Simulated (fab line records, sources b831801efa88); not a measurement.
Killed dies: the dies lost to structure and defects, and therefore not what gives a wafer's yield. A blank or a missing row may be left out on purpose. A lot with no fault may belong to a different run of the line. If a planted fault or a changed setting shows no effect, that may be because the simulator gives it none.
Which tool did it? -- flow sky130 -- 21 wafers from 7 lots sampled at 3 of the route's 708 steps

WHAT THE GAUGES SHOWED, per wafer
SKY_VIA2_BOW_MEAS_03.
lot,measured,on,VIA2_BOW (um)
L616,day 36 11:14,filmMetro-01,99 90 90
L620,day 37 19:23,filmMetro-02,95 82 85
L623,day 38 10:11,filmMetro-02,95 87 89
L630,day 40 18:55,filmMetro-03,103 84 88
L636,day 42 10:37,filmMetro-01,82 89 99
L634,day 42 12:51,filmMetro-01,99 90 79
L638,day 42 23:25,filmMetro-03,99 96 81

WHICH TOOL RAN EACH LOT (tool, then ch and the chambers of the sampled wafers, then the start)
lot,SKY_SD_P_DEVELOP_06,SKY_METAL2_SPUTTER_03
L616,"lithoTrack-01 ch 0, day 26 18:11","pvdSputter-04, day 35 07:18"
L620,"lithoTrack-01 ch 0, day 28 05:02","pvdSputter-01, day 36 15:47"
L623,"lithoTrack-01 ch 0, day 28 21:44","pvdSputter-02, day 37 06:41"
L630,"lithoTrack-04 ch 0, day 31 10:40","pvdSputter-01, day 39 16:12"
L636,"lithoTrack-04 ch 0, day 33 07:25","pvdSputter-01, day 41 08:32"
L634,"lithoTrack-04 ch 0, day 33 10:31","pvdSputter-02, day 41 10:43"
L638,"lithoTrack-04 ch 0, day 33 23:49","pvdSputter-01, day 41 21:56"
- SKY_SD_P_DEVELOP_06: develop time 60 s.
- SKY_METAL2_SPUTTER_03: material Ti, target thk 5 nm, time 3.3 s.

THE ANSWER, worked out from the rows above alone
Rule: the lots themselves supply what counts as usual. Put in order of their means at a reading, lots are off if they are a third of the lots or fewer, leave a main group of 4 or more, and stand apart from it by a gap of 3 or more times the standard deviation of the main group's means; of several such gaps the widest counts. If all means in a main group match to the digits the tables above print for the reading, that group is not used. A lot without any number at a reading at which 4 lots or more have one is off too. Where the step has rows for the other lots, those lots are counted as sound.
No lot is off at any reading shown: from this, nothing can be told.

WHAT HAD BEEN PUT IN BY THE SIMULATOR
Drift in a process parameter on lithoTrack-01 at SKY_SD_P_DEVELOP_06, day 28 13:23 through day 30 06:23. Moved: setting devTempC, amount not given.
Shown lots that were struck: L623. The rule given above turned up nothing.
